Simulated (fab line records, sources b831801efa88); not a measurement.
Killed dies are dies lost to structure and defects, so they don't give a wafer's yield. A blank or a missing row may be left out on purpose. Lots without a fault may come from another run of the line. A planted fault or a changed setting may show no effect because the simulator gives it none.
Which tool did it? | flow gf180mcu | 14 lots, 42 wafers sampled, at 3 steps of a route of 602

WHAT THE GAUGES READ, wafer by wafer
GF_STI_THK_MEAS_24. Usual: STI_CVD_23_THK 650 nm, standard deviation 8.2.
lot  | measured    | on            | STI_CVD_23_THK (nm) | flag
L632 | day 2 09:35 | film_metro-03 | 652 668 656         |
L633 | day 2 15:10 | film_metro-01 | 661 650 665         |
L634 | day 2 15:19 | film_metro-03 | 663 652 660         |
L635 | day 3 02:07 | film_metro-01 | 650 647 641         |
L637 | day 3 05:56 | film_metro-03 | 651 649 657         |
L638 | day 3 14:38 | film_metro-01 | 635 643 649         |
L639 | day 3 20:37 | film_metro-04 | 665 643 651         |
L641 | day 4 02:46 | film_metro-03 | 646 648 653         |
L642 | day 4 06:31 | film_metro-03 | 657 642 647         |
L644 | day 4 17:58 | film_metro-04 | 640 657 650         |
L649 | day 5 20:04 | film_metro-01 | 640 658 651         |
L653 | day 6 16:47 | film_metro-01 | 648 656 657         |
L654 | day 6 21:14 | film_metro-01 | 648 660 648         |
L655 | day 7 02:16 | film_metro-01 | 644 650 639         |

GF_STI_THK_MEAS_30. Usual: STI_OXIDATION_02_THK 9.93 nm, standard deviation 0.17.
lot  | measured    | on            | STI_OXIDATION_02_THK (nm) | flag
L632 | day 2 17:40 | film_metro-04 | 9.92 9.94 9.96            |
L633 | day 2 17:40 | film_metro-03 | 10.24 10.10 10.16         |
L634 | day 2 23:00 | film_metro-04 | 9.81 10.08 9.90           |
L635 | day 3 05:19 | film_metro-01 | 9.99 10.04 10.03          |
L637 | day 3 08:17 | film_metro-04 | 10.01 10.14 9.92          |
L638 | day 3 18:38 | film_metro-03 | 9.78 9.95 9.84            |
L639 | day 4 00:02 | film_metro-04 | 10.00 10.01 10.11         |
L641 | day 4 05:16 | film_metro-04 | 10.25 10.02 10.35         |
L642 | day 4 08:55 | film_metro-04 | 9.66 9.82 9.81            |
L644 | day 4 20:55 | film_metro-04 | 9.92 9.90 9.84            |
L649 | day 5 22:25 | film_metro-01 | 10.06 10.20 9.84          |
L653 | day 6 19:08 | film_metro-04 | 9.89 9.76 9.90            |
L654 | day 6 23:34 | film_metro-04 | 9.67 9.75 9.76            |
L655 | day 7 04:38 | film_metro-03 | 9.97 9.94 9.92            |

WHICH TOOL RAN EACH LOT (tool, then ch and the chambers of the sampled wafers, then the start)
lot  | GF_STI_CMP_25
L632 | cmp-01 ch 0,3, day 2 09:38
L633 | cmp-02 ch 1,2,3, day 2 15:16
L634 | cmp-01 ch 1,2,3, day 2 15:25
L635 | cmp-02 ch 0,2,3, day 3 02:21
L637 | cmp-01 ch 0,1,2, day 3 06:00
L638 | cmp-01 ch 1,2, day 3 14:40
L639 | cmp-02 ch 1,2,3, day 3 20:58
L641 | cmp-01 ch 0,2, day 4 02:52
L642 | cmp-02 ch 1,2,3, day 4 06:35
L644 | cmp-02 ch 0,1,2, day 4 18:05
L649 | cmp-02 ch 0,2,3, day 5 20:14
L653 | cmp-01 ch 0,2,3, day 6 16:51
L654 | cmp-01 ch 1,2,3, day 6 21:23
L655 | cmp-01 ch 2,3, day 7 02:19
- GF_STI_CMP_25: polishes, stops on Si3N4, t overpolish 33 s, target thk 524.6 nm.

WHAT THE TOOLS THEMSELVES READ (means of the sampled wafers that have a number; where no wafer has one, the mark that the record gives instead)
GF_STI_CMP_25. Usual: motor_current_A 12.1 A, standard deviation 1; overpolish_run_s 33.001 s, standard deviation 0.0093; slurry_filter_dp_kPa 13.51 kPa, standard deviation 0.14; time_to_endpoint_s 126 s, standard deviation 7.4.
lot  | tool   | motor_current_A (A) | overpolish_run_s (s) | slurry_filter_dp_kPa (kPa) | time_to_endpoint_s (s) | flag
L632 | cmp-01 | 13.0                | 32.996               | 13.42                      | 129                    |
L633 | cmp-02 | 13.1                | 33.001               | 13.47                      | 141                    |
L634 | cmp-01 | 11.5                | 32.999               | 13.53                      | 128                    |
L635 | cmp-02 | 12.1                | 33.008               | 13.43                      | 141                    |
L637 | cmp-01 | 11.5                | 32.994               | 13.48                      | 119                    |
L638 | cmp-01 | 10.7                | 33.005               | 13.53                      | 119                    |
L639 | cmp-02 | 12.8                | 32.998               | 13.45                      | 130                    |
L641 | cmp-01 | 12.3                | 33.000               | 13.54                      | 115                    |
L642 | cmp-02 | 12.8                | 33.000               | 13.46                      | 124                    |
L644 | cmp-02 | 12.1                | 32.999               | 13.57                      | 129                    |
L649 | cmp-02 | 11.9                | 32.997               | 13.52                      | 128                    |
L653 | cmp-01 | 12.1                | 33.011               | 13.50                      | 123                    |
L654 | cmp-01 | 11.3                | 32.991               | 13.61                      | 124                    |
L655 | cmp-01 | 11.4                | 33.002               | 13.50                      | 121                    |

THE ANSWER, worked out from the rows above alone
Rule: a lot is off if the mean of its wafers that have a number lies more than 3 standard deviations from the usual mean. A lot without any number at a reading at which 4 lots or more have one is off too. The other lots that the step has rows for count as sound. The gauges are gone through in route order, then the tools' own readings, and for those a lot's mean is taken as printed above. The first step at which some lot is off is used, and at that step the reading that is off furthest; a lot without a number counts as furthest.
No lot is off at any reading shown: from this, nothing can be told.

WHAT THE SIMULATOR HAD PUT IN
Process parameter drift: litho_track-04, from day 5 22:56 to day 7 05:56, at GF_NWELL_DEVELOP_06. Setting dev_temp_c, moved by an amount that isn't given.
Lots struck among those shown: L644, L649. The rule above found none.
